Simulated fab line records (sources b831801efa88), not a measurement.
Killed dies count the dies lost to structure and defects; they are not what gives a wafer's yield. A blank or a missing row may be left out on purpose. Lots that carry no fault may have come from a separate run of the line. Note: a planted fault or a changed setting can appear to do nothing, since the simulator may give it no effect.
Which of the tools did it? + flow gf180mcu + 24 lots with 72 wafers sampled at 4 steps, on a route of 602 steps

## WHAT THE GAUGES SHOWED, per wafer
GF_M3_OVL_MEAS_15. Usual: M3_OVL gives 2 nm (standard deviation 6.1).
| lot  | measured     | on         | M3_OVL (nm) | flag |
|------|--------------|------------|-------------|------|
| L074 | day 21 09:23 | overlay-01 | 6 3 2       |      |
| L075 | day 21 19:39 | overlay-02 | 5 13 13     |      |
| L076 | day 22 08:48 | overlay-01 | -10 -1 -2   |      |
| L077 | day 22 18:21 | overlay-02 | 7 1 6       |      |
| L079 | day 23 05:51 | overlay-01 | -3 -7 -6    |      |
| L078 | day 23 09:22 | overlay-01 | 1 -4 3      |      |
| L080 | day 23 19:48 | overlay-02 | 9 5 5       |      |
| L081 | day 23 23:57 | overlay-01 | -6 -4 -3    |      |
| L082 | day 24 03:54 | overlay-01 | 17 13 16    |      |
| L083 | day 24 12:49 | overlay-02 | 9 2 13      |      |
| L084 | day 25 02:07 | overlay-02 | -2 1 -11    |      |
| L085 | day 25 10:37 | overlay-02 | 2 4 1       |      |
| L086 | day 25 13:48 | overlay-02 | -3 6 1      |      |
| L087 | day 26 01:01 | overlay-01 | 3 4 -2      |      |
| L088 | day 26 08:19 | overlay-01 | 5 9 5       |      |
| L089 | day 26 13:31 | overlay-01 | 4 5 10      |      |
| L090 | day 26 20:26 | overlay-02 | 1 0 5       |      |
| L091 | day 27 09:17 | overlay-01 | 4 4 -5      |      |
| L092 | day 27 12:45 | overlay-01 | -4 -1 0     |      |
| L093 | day 27 19:26 | overlay-02 | -2 -8 0     |      |
| L094 | day 28 02:31 | overlay-01 | 4 -2 11     |      |
| L095 | day 28 09:10 | overlay-01 | -3 7 -2     |      |
| L096 | day 28 20:16 | overlay-01 | -5 -8 -9    |      |
| L097 | day 29 01:36 | overlay-01 | 12 21 9     |      |

GF_V3_BOW_MEAS_05. Usual: V3_BOW gives 115 um (standard deviation 9.3).
| lot  | measured     | on            | V3_BOW (um) | flag |
|------|--------------|---------------|-------------|------|
| L074 | day 21 11:04 | film metro-02 | 139 124 121 |      |
| L075 | day 21 20:56 | film metro-03 | 118 109 120 |      |
| L076 | day 22 10:04 | film metro-02 | 119 118 111 |      |
| L077 | day 22 19:37 | film metro-03 | 125 128 105 |      |
| L079 | day 23 07:08 | film metro-02 | 127 112 137 |      |
| L078 | day 23 10:39 | film metro-01 | 128 129 124 |      |
| L080 | day 23 21:04 | film metro-01 | 105 121 119 |      |
| L081 | day 24 01:13 | film metro-01 | 103 95 103  |      |
| L082 | day 24 05:10 | film metro-03 | 101 107 108 |      |
| L083 | day 24 14:15 | film metro-03 | 108 96 108  |      |
| L084 | day 25 03:32 | film metro-01 | 92 113 114  |      |
| L085 | day 25 11:55 | film metro-03 | 112 131 123 |      |
| L086 | day 25 15:22 | film metro-01 | 95 102 109  |      |
| L087 | day 26 02:17 | film metro-01 | 108 107 114 |      |
| L088 | day 26 09:34 | film metro-01 | 100 110 116 |      |
| L089 | day 26 14:49 | film metro-02 | 114 115 110 |      |
| L090 | day 26 21:43 | film metro-03 | 120 115 113 |      |
| L091 | day 27 10:33 | film metro-02 | 115 108 113 |      |
| L092 | day 27 14:06 | film metro-02 | 126 125 119 |      |
| L093 | day 27 21:04 | film metro-03 | 117 130 123 |      |
| L094 | day 28 03:48 | film metro-03 | 116 121 123 |      |
| L095 | day 28 10:26 | film metro-01 | 121 114 111 |      |
| L096 | day 28 21:52 | film metro-03 | 111 100 111 |      |
| L097 | day 29 02:53 | film metro-02 | 124 111 119 |      |

GF_M5_OVL_MEAS_08. Usual: M5_OVL gives -1 nm (standard deviation 7).
| lot  | measured     | on         | M5_OVL (nm) | flag |
|------|--------------|------------|-------------|------|
| L074 | day 26 09:09 | overlay-02 | -2 3 0      |      |
| L075 | day 26 16:27 | overlay-02 | 4 1 4       |      |
| L076 | day 27 04:24 | overlay-01 | 4 5 14      |      |
| L077 | day 27 12:02 | overlay-01 | -12 -3 -4   |      |
| L079 | day 27 22:03 | overlay-02 | 7 2 0       |      |
| L078 | day 28 03:09 | overlay-02 | 2 -6 -4     |      |
| L080 | day 28 11:27 | overlay-01 | -15 -1 -8   |      |
| L081 | day 28 14:24 | overlay-01 | -10 -7 -2   |      |
| L082 | day 28 19:41 | overlay-02 | -2 -4 -6    |      |
| L083 | day 29 02:51 | overlay-01 | -7 -8 -5    |      |
| L084 | day 29 13:40 | overlay-01 | 1 8 0       |      |
| L085 | day 29 21:10 | overlay-01 | -1 -4 1     |      |
| L086 | day 29 23:45 | overlay-02 | 1 2 1       |      |
| L087 | day 30 08:54 | overlay-02 | 4 -5 -11    |      |
| L088 | day 30 17:05 | overlay-02 | -7 -8 -3    |      |
| L089 | day 30 20:18 | overlay-02 | 1 5 4       |      |
| L090 | day 31 03:06 | overlay-01 | 3 9 0       |      |
| L091 | day 31 13:58 | overlay-01 | 0 7 -1      |      |
| L092 | day 31 17:12 | overlay-01 | 11 2 12     |      |
| L093 | day 32 00:04 | overlay-01 | 10 9 14     |      |
| L094 | day 32 04:46 | overlay-01 | 0 -15 -3    |      |
| L095 | day 32 10:24 | overlay-01 | -2 -8 -7    |      |
| L096 | day 32 22:44 | overlay-01 | 1 -9 -10    |      |
| L097 | day 33 01:18 | overlay-02 | -1 -3 0     |      |

## TOOL THAT RAN EACH LOT (tool first, then ch and the chambers of the sampled wafers, then the start)
| lot  | GF_V3_STRIP_18                       |
|------|--------------------------------------|
| L074 | plasma asher-01 ch 0,1, day 22 10:42 |
| L075 | plasma asher-02 ch 0,1, day 22 20:28 |
| L076 | plasma asher-01 ch 0,1, day 23 09:53 |
| L077 | plasma asher-04 ch 0,1, day 23 18:19 |
| L079 | plasma asher-01 ch 0,1, day 24 05:19 |
| L078 | plasma asher-01 ch 0,1, day 24 09:07 |
| L080 | plasma asher-02 ch 0,1, day 24 19:40 |
| L081 | plasma asher-02 ch 0,1, day 24 22:52 |
| L082 | plasma asher-04 ch 0, day 25 03:52   |
| L083 | plasma asher-04 ch 0,1, day 25 12:40 |
| L084 | plasma asher-02 ch 0,1, day 26 01:06 |
| L085 | plasma asher-01 ch 0,1, day 26 09:41 |
| L086 | plasma asher-04 ch 0,1, day 26 12:34 |
| L087 | plasma asher-01 ch 0,1, day 26 23:31 |
| L088 | plasma asher-02 ch 0,1, day 27 06:31 |
| L089 | plasma asher-04 ch 0,1, day 27 11:01 |
| L090 | plasma asher-02 ch 0,1, day 27 17:49 |
| L091 | plasma asher-04 ch 0,1, day 28 06:41 |
| L092 | plasma asher-02 ch 0,1, day 28 10:16 |
| L093 | plasma asher-04 ch 0, day 28 17:07   |
| L094 | plasma asher-04 ch 0,1, day 28 23:32 |
| L095 | plasma asher-01 ch 0,1, day 29 05:55 |
| L096 | plasma asher-04 ch 0,1, day 29 17:55 |
| L097 | plasma asher-02 ch 0,1, day 29 22:01 |
- GF_V3_STRIP_18: strips in O2/N2.

## WHAT THE TOOLS THEMSELVES READ (means of the sampled wafers that have a number; where no wafer has one, the mark that the record gives instead)
GF_V3_STRIP_18. Usual: drypump motor current A 5.7 A, standard deviation 0.44; heater power w 313 W, standard deviation 26; oes product au 0.592 a.u., standard deviation 0.0048.
| lot  | tool            | drypump motor current A (A) | heater power w (W) | oes product au (a.u.) | flag |
|------|-----------------|-----------------------------|--------------------|-----------------------|------|
| L074 | plasma asher-01 | 5.3                         | 300                | 0.595                 |      |
| L075 | plasma asher-02 | 6.3                         | 287                | 0.593                 |      |
| L076 | plasma asher-01 | 5.2                         | 299                | 0.596                 |      |
| L077 | plasma asher-04 | 5.6                         | 334                | 0.591                 |      |
| L079 | plasma asher-01 | 5.3                         | 295                | 0.589                 |      |
| L078 | plasma asher-01 | 5.2                         | 307                | 0.590                 |      |
| L080 | plasma asher-02 | 6.3                         | 292                | 0.590                 |      |
| L081 | plasma asher-02 | 6.3                         | 286                | 0.593                 |      |
| L082 | plasma asher-04 | 5.7                         | 327                | 0.592                 |      |
| L083 | plasma asher-04 | 5.6                         | 343                | 0.595                 |      |
| L084 | plasma asher-02 | 6.4                         | 302                | 0.592                 |      |
| L085 | plasma asher-01 | 5.2                         | 300                | 0.592                 |      |
| L086 | plasma asher-04 | 5.6                         | 343                | 0.595                 |      |
| L087 | plasma asher-01 | 5.3                         | 296                | 0.598                 |      |
| L088 | plasma asher-02 | 6.3                         | 293                | 0.594                 |      |
| L089 | plasma asher-04 | 5.6                         | 347                | 0.595                 |      |
| L090 | plasma asher-02 | 6.3                         | 301                | 0.596                 |      |
| L091 | plasma asher-04 | 5.6                         | 335                | 0.591                 |      |
| L092 | plasma asher-02 | 6.3                         | 288                | 0.595                 |      |
| L093 | plasma asher-04 | 5.7                         | 333                | 0.596                 |      |
| L094 | plasma asher-04 | 5.6                         | 337                | 0.590                 |      |
| L095 | plasma asher-01 | 5.3                         | 295                | 0.592                 |      |
| L096 | plasma asher-04 | 5.6                         | 339                | 0.589                 |      |
| L097 | plasma asher-02 | 6.3                         | 287                | 0.590                 |      |

## THE ANSWER, worked out from the rows above alone
Rule: a lot is off if the mean of its wafers that have a number lies more than 3 standard deviations from the usual mean. Also off: a lot with no number at a reading for which 4 or more lots have one. The other lots that the step has rows for count as sound. First the gauges in route order, then the tools' own readings, where a lot's mean is used as printed above. The first step at which some lot is off is used, and at that step the reading that is off furthest; a lot without a number counts as furthest.
Nothing can be told from this: no lot is off at any reading shown.

## WHAT WAS PUT IN BY THE SIMULATOR
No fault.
